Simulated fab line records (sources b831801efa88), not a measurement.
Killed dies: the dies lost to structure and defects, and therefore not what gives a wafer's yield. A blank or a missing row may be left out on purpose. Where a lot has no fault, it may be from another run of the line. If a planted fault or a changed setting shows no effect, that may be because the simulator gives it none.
One fault through the eyes of 2 desks || flow sky130 || each desk holds nothing but its own numbers, with what lay behind them at the end

## AT THE METROLOGY DESK
Means of the sampled wafers that have a number, per lot and without regard to the tool the lot ran on: this is what the gauges read. The brackets show how far a lot's mean lies from the usual mean; more than 4 standard deviations puts the lot out of limits, marked OUT.
Columns: A = METAL5_ALCU_RS at SKY_METAL5_RS_MEAS_05, usual 0.02711 ohm/sq; B = PASSIVATION_CVD_02_THK at SKY_PASSIVATION_THK_MEAS_03, usual 539 nm
{"lot": "L920", "first seen here": "day 44 10:31", "A": 0.02710, "B": 534}
{"lot": "L921", "first seen here": "day 44 17:53", "A": 0.02656, "B": 541}
{"lot": "L924", "first seen here": "day 45 10:10", "A": 0.02735, "B": 551}
{"lot": "L925", "first seen here": "day 45 18:59", "A": 0.02710, "B": 532}
{"lot": "L926", "first seen here": "day 46 03:40", "A": 0.02693, "B": 539}
{"lot": "L928", "first seen here": "day 46 12:32", "A": 0.02682, "B": 541}
{"lot": "L929", "first seen here": "day 46 21:35", "A": 0.02712, "B": 546}
{"lot": "L930", "first seen here": "day 46 23:46", "A": 0.02670, "B": 529}
{"lot": "L931", "first seen here": "day 47 09:12", "A": 0.02689, "B": 553}
{"lot": "L934", "first seen here": "day 47 19:31", "A": 0.02708, "B": 535}
{"lot": "L938", "first seen here": "day 48 18:25", "A": 0.02728, "B": 558}
{"lot": "L939", "first seen here": "day 48 23:53", "A": 0.02706, "B": 561}
This desk's verdict: no lot among the 12 shows anything out of limits.

## AT THE TOOL OWNER'S DESK: pecvd-02
The tool's own readings at SKY_PASSIVATION_CVD_02 (deposits Si3N4, target thk 540 nm): means of the sampled wafers that have a number, for each lot that ran on this tool. The brackets show how far a lot's mean lies from the usual mean; more than 4 standard deviations puts the lot out of limits, marked OUT.
Columns: A = heaterPowerW at SKY_PASSIVATION_CVD_02, usual 707 W
{"lot": "L925", "first seen here": "day 46 17:46", "A": 773}
{"lot": "L930", "first seen here": "day 47 21:20", "A": 746}
{"lot": "L934", "first seen here": "day 48 16:17", "A": 738}
{"lot": "L938", "first seen here": "day 49 14:29", "A": 778}
{"lot": "L939", "first seen here": "day 49 19:24", "A": 756}
This desk's verdict: no lot among the 5 shows anything out of limits.

## TAKEN TOGETHER
At the metrology desk, nothing out of limits was observed.
The desk of the tool owner found nothing out of limits.

## WHAT HAD BEEN PUT IN BY THE SIMULATOR
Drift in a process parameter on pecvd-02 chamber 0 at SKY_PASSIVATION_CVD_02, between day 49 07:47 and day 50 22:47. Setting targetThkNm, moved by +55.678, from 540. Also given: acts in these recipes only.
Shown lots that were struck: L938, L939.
